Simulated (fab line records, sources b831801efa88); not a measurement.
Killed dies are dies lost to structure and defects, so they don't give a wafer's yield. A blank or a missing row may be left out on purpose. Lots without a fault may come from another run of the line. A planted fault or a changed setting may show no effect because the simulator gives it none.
Tool commonality check | flow sky130 | 12 lots, 36 wafers sampled

WHY IT WAS OPENED
At SKY_LDD_HVP_TW_MEAS_10 the reading LDD_HVP_TW is flagged on 2 of 12 lots. Wafers without a fault read 451, standard deviation 3.4.
Rule: a lot is flagged when every wafer of it that has a number lies more than 4 standard deviations from that mean, or none has a number. The other lots count as sound.

lot  | measured     | on            | LDD_HVP_TW, wafer by wafer | flag
L891 | day 23 10:59 | film_metro-02 | 452 454 452                |
L890 | day 23 11:18 | film_metro-03 | 454 455 457                |
L893 | day 24 01:52 | film_metro-04 | 449 446 449                |
L897 | day 25 06:56 | film_metro-02 | 450 450 452                |
L898 | day 25 14:59 | film_metro-03 | 457 453 457                |
L899 | day 26 00:10 | film_metro-03 | 455 457 456                |
L902 | day 27 03:20 | film_metro-02 | 404 403 403                | FLAGGED
L905 | day 27 23:38 | film_metro-02 | 403 404 404                | FLAGGED
L907 | day 28 23:50 | film_metro-03 | 455 455 455                |
L908 | day 29 20:37 | film_metro-02 | 452 450 448                |
L909 | day 29 23:56 | film_metro-02 | 449 451 448                |
L910 | day 30 01:20 | film_metro-04 | 450 449 451                |
The numbers of the flagged lots are 404 on average: -48 against the usual, or -14 standard deviations.

WHICH TOOL RAN EACH LOT
The record holds 2 process steps before the reading, out of a route of 708 steps. In each cell: the tool, then ch and the chambers that the sampled wafers went through, then the start.
lot  | flag    | SKY_LDD_HVP_IMPLANT_08          | SKY_LDD_HVP_STRIP_09
L891 |         | implanter-02 ch 0, day 23 10:44 | plasma_asher-01 ch 0,1, day 23 10:53
L890 |         | implanter-04 ch 0, day 23 11:04 | plasma_asher-02 ch 0,1, day 23 11:11
L893 |         | implanter-01 ch 0, day 24 01:38 | plasma_asher-02 ch 0,1, day 24 01:46
L897 |         | implanter-04 ch 0, day 25 06:41 | plasma_asher-02 ch 0,1, day 25 06:50
L898 |         | implanter-02 ch 0, day 25 14:44 | plasma_asher-03 ch 0,1, day 25 14:53
L899 |         | implanter-02 ch 0, day 25 23:55 | plasma_asher-02 ch 0,1, day 26 00:04
L902 | FLAGGED | implanter-02 ch 0, day 27 03:07 | plasma_asher-03 ch 0,1, day 27 03:15
L905 | FLAGGED | implanter-02 ch 0, day 27 23:23 | plasma_asher-03 ch 0,1, day 27 23:32
L907 |         | implanter-04 ch 0, day 28 23:36 | plasma_asher-03 ch 0,1, day 28 23:44
L908 |         | implanter-04 ch 0, day 29 20:22 | plasma_asher-03 ch 0,1, day 29 20:31
L909 |         | implanter-04 ch 0, day 29 23:42 | plasma_asher-01 ch 0,1, day 29 23:49
L910 |         | implanter-01 ch 0, day 30 01:06 | plasma_asher-03 ch 0,1, day 30 01:14
What these steps do:
- SKY_LDD_HVP_IMPLANT_08
- SKY_LDD_HVP_STRIP_09: strips in O2/N2.
- SKY_LDD_HVP_TW_MEAS_10

FLAGGED OVER TOTAL, TOOL BY TOOL (the gauges that took the reading come last)
step                   | tool            | lots run | flagged | share of the flagged lots | sound lots run after its first flagged lot
SKY_LDD_HVP_IMPLANT_08 | implanter-01    | 2        | 0       | none                      | -
SKY_LDD_HVP_IMPLANT_08 | implanter-02    | 5        | 2       | all                       | 0
SKY_LDD_HVP_IMPLANT_08 | implanter-04    | 5        | 0       | none                      | -
SKY_LDD_HVP_STRIP_09   | plasma_asher-01 | 2        | 0       | none                      | -
SKY_LDD_HVP_STRIP_09   | plasma_asher-02 | 4        | 0       | none                      | -
SKY_LDD_HVP_STRIP_09   | plasma_asher-03 | 6        | 2       | all                       | 3 (L907,L908,L910)
SKY_LDD_HVP_TW_MEAS_10 | film_metro-02   | 6        | 2       | all                       | 2 (L908,L909)
SKY_LDD_HVP_TW_MEAS_10 | film_metro-03   | 4        | 0       | none                      | -
SKY_LDD_HVP_TW_MEAS_10 | film_metro-04   | 2        | 0       | none                      | -

WHAT THE TABLE ALLOWS
3 rows of the table ran every flagged lot: implanter-02 at SKY_LDD_HVP_IMPLANT_08, plasma_asher-03 at SKY_LDD_HVP_STRIP_09, film_metro-02 at SKY_LDD_HVP_TW_MEAS_10.
- implanter-02 at SKY_LDD_HVP_IMPLANT_08: 2 of its 5 lots flagged. Its last sound lot is L899 (day 25 23:55), its first flagged lot L902 (day 27 03:07): a fault that began between those two fits. Its own readings lie more than 4 standard deviations out on every wafer of the flagged lots: tilt_deg.
- plasma_asher-03 at SKY_LDD_HVP_STRIP_09: 2 of its 6 lots flagged. Sound lots ran on it after the first flagged one (L907, L908, L910), which a lasting fault on the whole tool wouldn't allow.
- film_metro-02 at SKY_LDD_HVP_TW_MEAS_10: 2 of its 6 lots flagged. Sound lots ran on it after the first flagged one (L908, L909), which a lasting fault on the whole tool wouldn't allow.
One tool is left: implanter-02 at SKY_LDD_HVP_IMPLANT_08.

WHAT THE SIMULATOR HAD PUT IN
Process parameter drift: implanter-02, from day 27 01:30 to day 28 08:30, at SKY_LDD_HVP_IMPLANT_08. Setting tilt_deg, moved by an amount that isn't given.
Lots struck among those shown: L902, L905. The rule above found the same.
